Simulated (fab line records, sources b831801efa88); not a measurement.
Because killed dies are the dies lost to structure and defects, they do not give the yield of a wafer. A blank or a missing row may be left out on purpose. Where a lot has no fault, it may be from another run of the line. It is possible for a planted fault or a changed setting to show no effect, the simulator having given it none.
The same fault as seen by 2 desks / flow sky130 / numbers are kept per desk, each desk with only its own; the story behind them comes last

## FROM THE METROLOGY DESK
What the gauges read, lot by lot, whatever tool the lot ran on: means of the sampled wafers that have a number. Any lot whose mean is over 4 standard deviations away from the usual mean is out of limits and marked OUT; that distance is given in the brackets.
Columns: A = CAPM_CVD_00_THK at SKY_CAPM_THK_MEAS_01, usual 15.44 nm; B = CAPM_TIN_RS at SKY_CAPM_RS_MEAS_03, usual 6.91 ohm/sq
lot=L727; first seen here=day 36 12:02; A=15.76; B=6.97
lot=L728; first seen here=day 36 13:35; A=15.15; B=6.94
lot=L729; first seen here=day 37 07:54; A=15.61; B=7.01
lot=L730; first seen here=day 37 10:11; A=15.65; B=6.88
lot=L731; first seen here=day 37 16:17; A=15.46; B=6.89
lot=L733; first seen here=day 38 14:20; A=15.05; B=6.90
lot=L734; first seen here=day 38 20:38; A=15.36; B=6.88
lot=L736; first seen here=day 39 00:46; A=15.25; B=6.91
lot=L739; first seen here=day 40 05:36; A=15.49; B=6.87
lot=L741; first seen here=day 41 03:34; A=15.34; B=6.83
lot=L746; first seen here=day 42 15:13; A=15.47; B=6.88
lot=L748; first seen here=day 42 18:23; A=15.30; B=6.97
lot=L750; first seen here=day 43 01:20; A=15.62; B=6.93
This desk's verdict: no lot among the 13 shows anything out of limits.

## FOR THE TOOL OWNER'S DESK: plasma_asher-02
The tool's own readings at SKY_CAPM_STRIP_14 (strips in O2/N2): means of the sampled wafers that have a number, for each lot that ran on this tool. Any lot whose mean is over 4 standard deviations away from the usual mean is out of limits and marked OUT; that distance is given in the brackets.
Columns: A = drypump_motor_current_A at SKY_CAPM_STRIP_14, usual 5.7 A; B = o2_flow_sccm at SKY_CAPM_STRIP_14, usual 3000 sccm; C = oes_product_au at SKY_CAPM_STRIP_14, usual 0.710 a.u.; D = strip_time_to_endpoint_s at SKY_CAPM_STRIP_14, usual 12.65 s
lot=L727; first seen here=day 37 14:59; A=6.8; B=3002; C=0.708; D=12.66
lot=L731; first seen here=day 38 17:41; A=6.3; B=3004; C=0.713; D=12.70
lot=L733; first seen here=day 39 14:41; A=6.3; B=3000; C=0.712; D=12.71
lot=L734; first seen here=day 39 22:14; A=6.3; B=3001; C=0.711; D=12.64
lot=L739; first seen here=day 41 06:14; A=5.8; B=2403 (-69) OUT; C=0.702; D=12.79
lot=L741; first seen here=day 42 02:35; A=5.8; B=2393 (-71) OUT; C=0.699; D=12.77
This desk finds L739, L741 out of limits, L739 being first, at day 41 06:14 (o2_flow_sccm at SKY_CAPM_STRIP_14). Within limits: L727, L731, L733, L734.

## TAKEN TOGETHER
The tool owner's desk could have raised an alarm at day 41 06:14, on L739, L741.
Metrology desk: nothing out of limits seen.
The metrology desk holds a record of L739, L741, inside its limits.
All the named lots went through SKY_CAPM_STRIP_14 on plasma_asher-02.

## WHAT THE SIMULATOR PUT IN
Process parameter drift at SKY_CAPM_STRIP_14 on plasma_asher-02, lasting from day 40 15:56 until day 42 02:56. Setting o2_flow_sccm shifted by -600 from 3000. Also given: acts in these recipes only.
Struck lots among those shown: L739, L741.
How many hours passed from the start of the fault until each desk's first out-of-limits reading: the tool owner's desk, 14.
